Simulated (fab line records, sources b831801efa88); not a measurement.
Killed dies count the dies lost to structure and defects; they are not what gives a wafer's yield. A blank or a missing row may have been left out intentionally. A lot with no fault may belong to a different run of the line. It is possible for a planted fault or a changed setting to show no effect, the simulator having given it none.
Split-lot experiment | flow sky130 | on a route of 708 steps: 5 lots, 27 wafers read

== ABOUT THE SPLIT ==
At SKY_LOCAL_INTERCONNECT_SPUTTER_00 (material TiN, target thk 100 nm, time 83.3 s), the setting time-s was moved away from the recipe's 83.3 s on 12 of the 27 wafers read, by -35.6% to +35.5%. The other wafers ran this setting at the recipe's value.

== BETWEEN THE SPLIT AND THE READING: the file shows 1 step in between ==
- SKY_LOCAL_INTERCONNECT_RS_MEAS_01: measures by four-point-probe

== THE READING ==
LOCAL_INTERCONNECT_TIN_THK, in nm, at SKY_LOCAL_INTERCONNECT_THK_MEAS_02 (measures by xrf). A value of 100.9 nm with a standard deviation of 1.1 nm is what fault-free wafers of this fab line usually give.

wafer  | tool, chamber at the split | time-s as run, s | against the recipe | LOCAL_INTERCONNECT_TIN_THK, nm | against lot-mates on the recipe
L075.1 | pvd-sputter-01, -          | 83.3             | recipe             | 100.8                          | -
L075.2 | pvd-sputter-01, -          | 53.61            | -35.6%             | 65.5                           | -35.4
L075.3 | pvd-sputter-01, -          | 53.61            | -35.6%             | 65.3                           | -35.6
L075.4 | pvd-sputter-01, -          | 53.61            | -35.6%             | 65.6                           | -35.3
L075.5 | pvd-sputter-01, -          | 83.3             | recipe             | 101.5                          | -
L075.6 | pvd-sputter-01, -          | 83.3             | recipe             | 100.4                          | -
L076.2 | pvd-sputter-02, -          | 83.3             | recipe             | 102.0                          | -
L076.3 | pvd-sputter-02, -          | 83.3             | recipe             | 103.2                          | -
L076.5 | pvd-sputter-02, -          | 83.3             | recipe             | 99.9                           | -
L077.1 | pvd-sputter-03, -          | 83.3             | recipe             | 101.8                          | -
L077.2 | pvd-sputter-03, -          | 101.2            | +21.5%             | 121.6                          | +20.0
L077.3 | pvd-sputter-03, -          | 83.3             | recipe             | 100.8                          | -
L077.4 | pvd-sputter-03, -          | 83.3             | recipe             | 102.1                          | -
L077.5 | pvd-sputter-03, -          | 101.2            | +21.5%             | 122.5                          | +20.9
L077.6 | pvd-sputter-03, -          | 101.2            | +21.5%             | 121.4                          | +19.8
L079.1 | pvd-sputter-02, -          | 112.9            | +35.5%             | 135.4                          | +35.0
L079.2 | pvd-sputter-02, -          | 83.3             | recipe             | 101.9                          | -
L079.3 | pvd-sputter-02, -          | 83.3             | recipe             | 101.1                          | -
L079.4 | pvd-sputter-02, -          | 83.3             | recipe             | 98.2                           | -
L079.5 | pvd-sputter-02, -          | 112.9            | +35.5%             | 136.7                          | +36.3
L079.6 | pvd-sputter-02, -          | 112.9            | +35.5%             | 135.7                          | +35.3
L083.1 | pvd-sputter-01, -          | 102.1            | +22.6%             | 122.6                          | +22.2
L083.2 | pvd-sputter-01, -          | 83.3             | recipe             | 100.6                          | -
L083.3 | pvd-sputter-01, -          | 102.1            | +22.6%             | 123.3                          | +22.9
L083.4 | pvd-sputter-01, -          | 83.3             | recipe             | 100.6                          | -
L083.5 | pvd-sputter-01, -          | 102.1            | +22.6%             | 122.8                          | +22.4
L083.6 | pvd-sputter-01, -          | 83.3             | recipe             | 100.1                          | -

THE FIT
A straight line over all 27 wafers: LOCAL_INTERCONNECT_TIN_THK changes by +0.986 nm for each +1% of time-s; r = +1.00; the points scatter about the line by 0.94 nm.
The same after taking each lot's own level away (the mean of its wafers on the recipe; 27 wafers): +0.991 nm for each +1%; r = +1.00; scatter 0.9 nm.
According to that fit, moving time-s by its largest amount changes the reading by 35 nm.
The lots' own levels span 100.40 to 101.70 nm, that is 1.2 times the standard deviation above.
So the lot-to-lot level changes the slope little: the two slopes agree.
Check: -35.4 nm against its lot-mates is what the line predicts for one of the wafers moved furthest among these (-35.6%) when that wafer is left out of the fit. Against them it came out at -35.4 nm.

== THE OTHER SPLITS THESE WAFERS WENT THROUGH ==
Other splits were also applied to these wafers ahead of the reading. Each is held against what the fit with the lots' levels taken away leaves over:
other split on the same wafers          | wafers away from the commonest value | r with LOCAL_INTERCONNECT_TIN_THK (lot level and that fit taken away)
SKY_SONOS_ONO_DEVELOP_12 develop-time-s | 12                                   | -0.07
SKY_POLY_GATE_DEVELOP_12 develop-time-s | 9                                    | -0.08

== THE WHOLE CHAIN: every reading that the file lists as answering this split, in the file's order ==
step                               | what it does                                 | reading                                                                                      | change (the file's fit)               | r (the file's)
SKY_LOCAL_INTERCONNECT_SPUTTER_00  | material TiN, target thk 100 nm, time 83.3 s | TiN_of_LOCAL_INTERCONNECT_SPUTTER_00.thk-nm (the simulator's own value, which no gauge read) | +0.979 nm for each +1% of the setting | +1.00
SKY_LOCAL_INTERCONNECT_RS_MEAS_01  | measures by four-point-probe                 | LOCAL_INTERCONNECT_TIN_RS                                                                    | -0.154 for each +1% of the setting    | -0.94
SKY_LOCAL_INTERCONNECT_THK_MEAS_02 | measures by xrf                              | LOCAL_INTERCONNECT_TIN_THK                                                                   | +0.99 for each +1% of the setting     | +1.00

== THE FILE'S OWN FIT ==
LOCAL_INTERCONNECT_TIN_THK changes by +0.99 nm for each +1% of time-s, r = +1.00.
